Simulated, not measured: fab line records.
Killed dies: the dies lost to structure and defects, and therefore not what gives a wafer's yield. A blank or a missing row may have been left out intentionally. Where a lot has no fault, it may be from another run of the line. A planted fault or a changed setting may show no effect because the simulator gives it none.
The tool behind it: which one?	flow gf180mcu	29 wafers from 10 lots sampled at 4 of the route's 602 steps

## WHAT EACH GAUGE READ, for each wafer
GF_V3_RS_MEAS_24: the measuring method here is four-point-probe.
lot	measured	on	V3_W_RS (ohm/sq)
L834	day 22 16:59	filmMetro-02	0.322 0.323 0.317
L837	day 23 18:21	filmMetro-04	0.324 0.322 0.319
L840	day 24 18:49	filmMetro-01	0.334 0.333 0.328
L842	day 25 08:52	filmMetro-01	0.327 0.332 0.329
L841	day 25 10:44	filmMetro-04	0.334 0.330 0.333
L846	day 26 17:46	filmMetro-01	0.236 0.238 0.236 0.239
L851	day 27 23:29	filmMetro-01	0.334 0.330 0.331
L854	day 28 20:02	filmMetro-02	0.335 0.333 0.335
L855	day 29 02:41	filmMetro-02	0.326 0.339 0.327
L856	day 29 09:53	filmMetro-02	0.333 0.332 0.326

GF_V3_THK_MEAS_25: measures by xrf.
lot	measured	on	V3_W_THK (nm)
L834	day 22 17:05	filmMetro-02	355 355 359
L837	day 23 18:28	filmMetro-04	355 360 360
L840	day 24 18:55	filmMetro-01	343 342 351
L842	day 25 08:59	filmMetro-01	351 346 350
L841	day 25 10:51	filmMetro-04	342 345 347
L846	day 26 18:55	filmMetro-01	484 481 485 485
L851	day 27 23:36	filmMetro-01	342 346 346
L854	day 28 20:08	filmMetro-02	348 349 349
L855	day 29 02:49	filmMetro-02	355 342 353
L856	day 29 10:00	filmMetro-02	346 349 355

## TOOL THAT RAN EACH LOT (tool first, then ch and the chambers of the sampled wafers, then the start)
lot	GF_V3_ETCH_16	GF_V3_CVD_23
L834	rieDiel-04 ch 2,3, day 22 16:04	cvdW-01 ch 0,1, day 22 16:52
L837	rieDiel-03 ch 0,2, day 23 17:26	cvdW-01 ch 0,1, day 23 18:14
L840	rieDiel-02 ch 0,2,3, day 24 17:52	cvdW-02 ch 0, day 24 18:41
L842	rieDiel-02 ch 0,2, day 25 07:56	cvdW-02 ch 0,1, day 25 08:44
L841	rieDiel-03 ch 0,3, day 25 09:47	cvdW-02 ch 0,1, day 25 10:37
L846	rieDiel-03 ch 0,3, day 26 16:49	cvdW-01 ch 0, day 26 17:38
L851	rieDiel-04 ch 1,3, day 27 22:34	cvdW-02 ch 0,1, day 27 23:22
L854	rieDiel-03 ch 2,3, day 28 19:07	cvdW-02 ch 0,1, day 28 19:55
L855	rieDiel-03 ch 1,3, day 29 01:49	cvdW-02 ch 0,1, day 29 02:35
L856	rieDiel-02 ch 0,1,2, day 29 09:01	cvdW-02 ch 0,1, day 29 09:46
- GF_V3_ETCH_16: etches BARC in N2/H2.
- GF_V3_CVD_23: deposits W, target thk 350 nm, time 104.9 s.

## WHAT THE TOOLS THEMSELVES READ (means of the sampled wafers that have a number; where no wafer has one, the mark that the record gives instead)
GF_V3_ETCH_16.
lot	tool	biasW (W)	drypumpMotorCurrentA (A)	oesProductAu (a.u.)	throttleValvePct (%)
L834	rieDiel-04	99.92	6.0	0.861	13.225
L837	rieDiel-03	100.13	5.3	0.858	13.232
L840	rieDiel-02	100.27	6.1	0.854	13.228
L842	rieDiel-02	99.91	6.0	0.855	13.211
L841	rieDiel-03	100.16	5.8	0.856	13.219
L846	rieDiel-03	100.08	5.7	0.849	13.229
L851	rieDiel-04	99.90	5.7	0.853	13.227
L854	rieDiel-03	99.88	5.0	0.857	13.228
L855	rieDiel-03	100.11	5.3	0.856	13.226
L856	rieDiel-02	100.14	6.0	0.851	13.214

GF_V3_CVD_23.
lot	tool	heaterPowerW (W)
L834	cvdW-01	781
L837	cvdW-01	785
L840	cvdW-02	968
L842	cvdW-02	916
L841	cvdW-02	926
L846	cvdW-01	772
L851	cvdW-02	910
L854	cvdW-02	938
L855	cvdW-02	953
L856	cvdW-02	937

## THE ANSWER, worked out from the rows above alone
Rule: the lots themselves supply what counts as usual. Put in order of their means at a reading, lots are off if they are a third of the lots or fewer, leave a main group of 4 or more, and stand apart from it by a gap of 3 or more times the standard deviation of the main group's means; of several such gaps the widest counts. Not used: any main group whose means are identical at the precision the tables above print for the reading. Also off: a lot with no number at a reading for which 4 or more lots have one. All remaining lots with rows at the step are treated as sound. The gauges are gone through in route order, then the tools' own readings, and for those a lot's mean is taken as printed above. At the first step where some lot is off, the reading lying furthest off is the one used; lots without a number count as furthest.
Off: at GF_V3_RS_MEAS_24 (V3_W_RS), L846. The main group: mean 0.329 ohm/sq, standard deviation 0.0045.
A tool fits if, at a process step before that reading, it ran every lot that is off, and no sound lot after the first of them. The gauges at GF_V3_RS_MEAS_24 aren't tried: what is off there is off at GF_V3_CVD_23 too, on other tools, and a gauge's error can't cause that. One fits: GF_V3_CVD_23 on cvdW-01. A fault onset in the window from L837 (day 23 18:14, its last sound lot) to L846 (day 26 17:38, its first lot off) fits.

## WHAT THE SIMULATOR HAD INSERTED
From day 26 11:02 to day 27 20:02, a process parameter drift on cvdW-01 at GF_V3_CVD_23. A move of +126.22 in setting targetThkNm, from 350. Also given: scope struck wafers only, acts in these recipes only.
Lots struck among those shown: L846. The rule above reached the same finding.
